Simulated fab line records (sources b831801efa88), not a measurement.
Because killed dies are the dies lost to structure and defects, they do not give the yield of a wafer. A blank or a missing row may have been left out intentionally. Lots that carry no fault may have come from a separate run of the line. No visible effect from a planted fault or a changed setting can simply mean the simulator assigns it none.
Problem report, 8D (eight disciplines) form, completed by code    flow sky130    the parts of the form that need people (team, actions taken, sign-off) are left out

== 1. WHAT IS WRONG ==
At SKY_FIELD_ISO_EXPOSE_10, exposure_dose_mJ_cm2 averages 27.821 over 6 wafers from 2 lots, while fault-free wafers read 27.989, standard deviation 0.027. Relative to the usual mean, that is a shift of -6.2 standard deviations.
The step: exposes mask FOM, target cd 150 nm.
The first sign was on wafer L254.1 at day 4 04:53, on krf_scanner-02. The record holds 42 wafers of 14 lots with a number at this step. Rule for "out" (also "out of limits"): further than 4 standard deviations from the usual mean. The other wafers with a number count as sound.

== 2. WHAT IT IS AND WHAT IT IS NOT ==
question                     is                      is not
which readings at this step  exposure_dose_mJ_cm2    -
which lots                   L254, L257              L243, L246, L247, L248, L249, L250, L252, L253, L256, L259, L261, L264
which wafers of those lots   all that have a number  -
read on which tools          krf_scanner-02          krf_scanner-01
when                         from day 4 04:53        up to then (24 sound wafers); but 12 sound wafers of L256, L259, L261, L264 came after

== 3. SUSPECTS, AND WHAT RULES EACH OUT ==
Counting: a tool at any process step up to the reading remains a suspect when it ran all the lots that are out and ran no sound lot after the first of those.
- krf_scanner-02 at SKY_FIELD_ISO_EXPOSE_10 (exposes mask FOM, target cd 150 nm): kept. It processed each lot that is out, first L254 at day 4 04:53, and no sound lot thereafter; up to then, the last sound lot it processed was L250 at day 3 10:13. Out on those wafers are its own readings of exposure_dose_mJ_cm2.
Remaining after the count: krf_scanner-02 at SKY_FIELD_ISO_EXPOSE_10.

== 4. THE CAUSE (what the simulator had put in) ==
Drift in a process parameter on krf_scanner-02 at SKY_FIELD_ISO_EXPOSE_10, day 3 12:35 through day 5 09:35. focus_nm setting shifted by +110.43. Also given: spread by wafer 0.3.
After counting, this tool was the only one left.

== 5. SEQUENCE OF EFFECTS, ordered by route ==
One row per reading whose mean, taken over the struck wafers that have a number, lies over 3 standard deviations from the usual. Only readings whose record carries a usual standard deviation are examined. hours: median over the lots of the time between each lot's start at the first step of this table that gives one and its start at this step. sigmas: the change, counted in usual standard deviations.
hours  step                     reading               usual   on struck wafers  change  sigmas
0      SKY_FIELD_ISO_EXPOSE_10  exposure_dose_mJ_cm2  27.989  27.821            -0.168  -6.2
The process steps in it:
- SKY_FIELD_ISO_EXPOSE_10: exposes mask FOM, target cd 150 nm.
Later steps that measure or inspect, where all struck wafers having a row at the step show a number for every such reading and not one has moved that far: SKY_PWDE_OVL_MEAS_07.

== 6. WHAT WOULD HAVE CAUGHT IT SOONER ==
First out-of-limits reading in this record: day 4 04:53, which is 16 hours after fault onset at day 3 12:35.
